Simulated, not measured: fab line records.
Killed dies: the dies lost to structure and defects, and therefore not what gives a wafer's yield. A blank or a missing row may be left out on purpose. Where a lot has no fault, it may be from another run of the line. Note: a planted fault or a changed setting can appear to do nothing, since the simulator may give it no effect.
Comparing a struck lot with a sound one :: flow sky130 :: 15 steps out of a route of 708
Sound: wafers L263.2, L263.3, L263.6. Struck: wafer L272.4. (L272.3, L272.6 of the same lot were not struck and are left out.) The cause comes at the end.
Order at every step that has rows: each side's tool, ch and its chambers, its first start. Under that, the readings that differ: sound wafers :: struck wafers :: difference of the means :: sigmas: that difference in standard deviations of wafers without a fault.
alike: a reading whose means differ by less than 2 such deviations, as well as words and numbers matching on both sides. not compared: withheld readings; readings where some wafer has no value; bounds like >300 that might hide an equal value; numbers whose values overlap and for which the record gives no deviation.
Wherever a step has rows on one side only, a row that says differs or no value, or a row with sigmas, the two part there. Numbers that have no deviation but don't overlap get no sigmas and don't part them. A reading that every wafer of one side lacks parts them only if that side has two wafers or more.

SKY_RES_XHIGH_TW_MEAS_09:
  sound on filmMetro-03 at day 29 03:23; struck on filmMetro-04 at day 32 02:37
reading: RES_XHIGH_TW
sound: 1614 1616 1611
struck: 1640
difference: +26
sigmas: +3
then, 7 steps without rows for these wafers: SKY_SD_N_DEHYDRATE_00 (time 60 s); SKY_SD_N_HMDS_01 (prime time 60 s); SKY_SD_N_COAT_02 (resist thk 1140 nm); SKY_SD_N_SOFTBAKE_03 (time 60 s); SKY_SD_N_EXPOSE_04 (exposes mask NSDM, target cd 380 nm); SKY_SD_N_PEB_05; SKY_SD_N_DEVELOP_06 (develop time 60 s).
SKY_SD_N_CD_MEAS_07: the cd target is 380 nm.
  sound on cdSem-02 at day 30 07:29; struck on cdSem-02 at day 33 05:33
  alike: cdNm
SKY_SD_N_OVL_MEAS_08:
  sound on overlay-01 at day 30 07:35; struck on overlay-01 at day 33 05:38
reading: SD_N_OVL (nm)
sound: 1.3 0.4 2.6
struck: -2.3
difference: -3.7
sigmas: -3
then, 2 steps without rows for these wafers: SKY_SD_N_IMPLANT_09; SKY_SD_N_IMPLANT_10.
SKY_SD_N_STRIP_11: strips in O2/N2.
  sound on plasmaAsher-01 ch 0,1, day 30 07:55; struck on plasmaAsher-01 ch 0, day 33 05:59
reading: oesProductAu (a.u.)
sound: 0.527 0.529 0.532
struck: 0.506
difference: -0.023
sigmas: -5

reading: stripTimeToEndpointS (s)
sound: 22.57 22.57 22.57
struck: 24.15
difference: +1.58
sigmas: +41
  alike: drypumpMotorCurrentA
  not compared: rfHoursCounterH
SKY_SD_N_TW_MEAS_12:
  sound on filmMetro-04 at day 30 08:01; struck on filmMetro-02 at day 33 06:05
  alike: SD_N_TW
-- here the record skips 16 days between the struck wafers' starts before and after, leaving off in module SD_N and picking up in module PAD_OPEN (first step shown: number 708 of the route) --
SKY_PAD_OPEN_PROBE_99:
  sound on prober-02 at day 47 13:56; struck on prober-01 at day 49 13:41
  alike: killed_at_M0_to_M3, killed_at_M4_up, killedAtContacts, killedAtFrontEnd, killedAtOther, killedDies, killedOpen, killedShort

== WHERE THEY PART ==
Last at SKY_SD_N_STRIP_11 as far as this record goes, first at SKY_RES_XHIGH_TW_MEAS_09. Later steps at which nothing parts them and some readings are alike: SKY_SD_N_TW_MEAS_12, SKY_PAD_OPEN_PROBE_99.

WHY: whatever the simulator had introduced
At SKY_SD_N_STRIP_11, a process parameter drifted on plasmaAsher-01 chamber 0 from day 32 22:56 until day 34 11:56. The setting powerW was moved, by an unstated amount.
